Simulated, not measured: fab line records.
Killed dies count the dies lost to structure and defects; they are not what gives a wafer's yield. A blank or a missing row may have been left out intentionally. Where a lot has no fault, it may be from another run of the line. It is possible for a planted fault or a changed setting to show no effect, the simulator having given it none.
What tool caused it? + flow gf180mcu + 15 lots, 45 wafers sampled, at 4 steps of a route of 602

== WHAT THE GAUGES SHOWED, per wafer ==
GF_DNWELL_TW_MEAS_09. Usual: DNWELL_TW 1348, standard deviation 11.
| lot  | measured    | on            | DNWELL_TW      | flag |
|------|-------------|---------------|----------------|------|
| L319 | day 3 06:56 | film-metro-03 | 1339 1343 1337 |      |
| L320 | day 3 08:19 | film-metro-03 | 1335 1339 1340 |      |
| L321 | day 3 12:38 | film-metro-03 | 1335 1346 1344 |      |
| L322 | day 3 18:14 | film-metro-01 | 1356 1356 1356 |      |
| L324 | day 4 09:40 | film-metro-01 | 1349 1357 1354 |      |
| L325 | day 4 13:43 | film-metro-01 | 1351 1357 1348 |      |
| L326 | day 4 16:08 | film-metro-01 | 1356 1357 1353 |      |
| L327 | day 5 00:35 | film-metro-03 | 1346 1344 1341 |      |
| L330 | day 5 11:55 | film-metro-01 | 1346 1345 1356 |      |
| L333 | day 6 07:17 | film-metro-01 | 1374 1372 1374 |      |
| L335 | day 6 15:08 | film-metro-03 | 1350 1351 1348 |      |
| L337 | day 7 01:08 | film-metro-01 | 1355 1350 1358 |      |
| L340 | day 7 19:22 | film-metro-01 | 1356 1356 1356 |      |
| L339 | day 7 19:43 | film-metro-04 | 1338 1329 1341 |      |
| L341 | day 7 23:50 | film-metro-03 | 1346 1344 1346 |      |

GF_CONTACT_RS_MEAS_25: uses a four-point probe to measure. Usual: CONTACT_W_RS 0.382 ohm/sq, standard deviation 0.0041.
| lot  | measured     | on            | CONTACT_W_RS (ohm/sq) | flag |
|------|--------------|---------------|-----------------------|------|
| L319 | day 16 14:10 | film-metro-03 | 0.386 0.393 0.386     |      |
| L320 | day 16 15:40 | film-metro-02 | 0.381 0.378 0.379     |      |
| L321 | day 17 02:22 | film-metro-02 | 0.381 0.384 0.382     |      |
| L322 | day 17 06:40 | film-metro-01 | 0.392 0.385 0.392     |      |
| L324 | day 18 13:26 | film-metro-01 | 0.388 0.385 0.382     |      |
| L325 | day 18 19:38 | film-metro-01 | 0.379 0.378 0.379     |      |
| L326 | day 19 00:08 | film-metro-02 | 0.382 0.380 0.378     |      |
| L327 | day 19 19:39 | film-metro-02 | 0.381 0.384 0.384     |      |
| L330 | day 20 10:38 | film-metro-03 | 0.377 0.378 0.377     |      |
| L340 | day 24 01:29 | film-metro-01 | 0.382 0.387 0.381     |      |
| L339 | day 24 03:29 | film-metro-03 | 0.381 0.386 0.386     |      |
| L341 | day 24 11:44 | film-metro-02 | 0.384 0.380 0.381     |      |

GF_CONTACT_THK_MEAS_26: measures by xrf. Usual: CONTACT_W_THK 308 nm, standard deviation 4.3.
| lot  | measured     | on            | CONTACT_W_THK (nm) | flag |
|------|--------------|---------------|--------------------|------|
| L319 | day 16 14:16 | film-metro-03 | 301 295 302        |      |
| L320 | day 16 15:47 | film-metro-02 | 311 315 311        |      |
| L321 | day 17 02:29 | film-metro-02 | 311 308 309        |      |
| L322 | day 17 06:47 | film-metro-01 | 298 304 298        |      |
| L324 | day 18 13:33 | film-metro-01 | 303 307 310        |      |
| L325 | day 18 19:45 | film-metro-01 | 311 311 312        |      |
| L326 | day 19 00:15 | film-metro-02 | 310 312 313        |      |
| L327 | day 19 19:45 | film-metro-02 | 313 307 308        |      |
| L330 | day 20 10:46 | film-metro-03 | 312 310 310        |      |
| L340 | day 24 01:36 | film-metro-01 | 307 303 309        |      |
| L339 | day 24 03:37 | film-metro-03 | 306 301 303        |      |
| L341 | day 24 11:52 | film-metro-02 | 307 311 310        |      |

== EACH LOT AND THE TOOL THAT RAN IT (in order: tool; ch and the chambers of the sampled wafers; start) ==
| lot  | GF_HV_LDD_EXPOSE_43                 |
|------|-------------------------------------|
| L319 | iline-stepper-02 ch 0, day 12 14:25 |
| L320 | iline-stepper-01 ch 0, day 12 14:41 |
| L321 | iline-stepper-01 ch 0, day 12 21:37 |
| L322 | iline-stepper-01 ch 0, day 13 02:17 |
| L324 | iline-stepper-01 ch 0, day 14 04:37 |
| L325 | iline-stepper-02 ch 0, day 14 10:35 |
| L326 | iline-stepper-02 ch 0, day 14 13:52 |
| L327 | iline-stepper-02 ch 0, day 15 05:43 |
| L330 | iline-stepper-02 ch 0, day 15 20:27 |
| L333 | iline-stepper-01, day 17 08:51      |
| L335 | iline-stepper-02, day 18 02:20      |
| L337 | iline-stepper-01, day 18 02:54      |
| L340 | iline-stepper-01 ch 0, day 19 08:24 |
| L339 | iline-stepper-01 ch 0, day 19 09:11 |
| L341 | iline-stepper-02 ch 0, day 19 20:59 |
- GF_HV_LDD_EXPOSE_43: exposes mask Pplus HV AREA, target cd 400 nm.

== WHAT THE TOOLS THEMSELVES READ (means of the sampled wafers that have a number; where no wafer has one, the mark that the record gives instead) ==
GF_HV_LDD_EXPOSE_43. Usual: exposure-dose-mJ-cm2 139.99, standard deviation 0.15; focus-offset-nm 0.1 nm, standard deviation 0.53; stage-vel-mm-s 499.98 mm/s, standard deviation 0.25.
| lot  | tool             | exposure-dose-mJ-cm2 | focus-offset-nm (nm) | stage-vel-mm-s (mm/s) | flag |
|------|------------------|----------------------|----------------------|-----------------------|------|
| L319 | iline-stepper-02 | 140.08               | 0.3                  | 500.32                |      |
| L320 | iline-stepper-01 | 140.08               | 0.2                  | 500.02                |      |
| L321 | iline-stepper-01 | 139.73               | 0.3                  | 499.62                |      |
| L322 | iline-stepper-01 | 139.95               | 0.5                  | 500.23                |      |
| L324 | iline-stepper-01 | 140.13               | -0.0                 | 499.71                |      |
| L325 | iline-stepper-02 | 140.05               | 0.7                  | 500.25                |      |
| L326 | iline-stepper-02 | 140.12               | -0.0                 | 500.04                |      |
| L327 | iline-stepper-02 | 139.81               | -0.6                 | 500.09                |      |
| L330 | iline-stepper-02 | 140.06               | -0.2                 | 500.02                |      |
| L333 | iline-stepper-01 | -                    | -                    | -                     | OFF  |
| L335 | iline-stepper-02 | -                    | -                    | -                     | OFF  |
| L337 | iline-stepper-01 | -                    | -                    | -                     | OFF  |
| L340 | iline-stepper-01 | 140.15               | -0.3                 | 500.01                |      |
| L339 | iline-stepper-01 | 140.12               | -0.1                 | 500.12                |      |
| L341 | iline-stepper-02 | 140.07               | 0.3                  | 499.79                |      |

== THE ANSWER, worked out from the rows above alone ==
Rule: a lot counts as off when the mean over its wafers that have a number is more than 3 standard deviations away from the usual mean. Also off: a lot with no number at a reading for which 4 or more lots have one. All remaining lots with rows at the step are treated as sound. Order of review: gauges by route order, followed by the tools' own readings, for which a lot's mean as printed above is used. At the first step where some lot is off, the reading lying furthest off is the one used; lots without a number count as furthest.
Off: L333, L335, L337, at GF_HV_LDD_EXPOSE_43 (exposure-dose-mJ-cm2). Without a number there: L333, L335, L337.
If a tool, at that step or one of the process steps before it, ran each lot that is off and ran no sound lot following the first of them, it fits. Of those tried, none fits.

== WHAT THE SIMULATOR HAD INSERTED ==
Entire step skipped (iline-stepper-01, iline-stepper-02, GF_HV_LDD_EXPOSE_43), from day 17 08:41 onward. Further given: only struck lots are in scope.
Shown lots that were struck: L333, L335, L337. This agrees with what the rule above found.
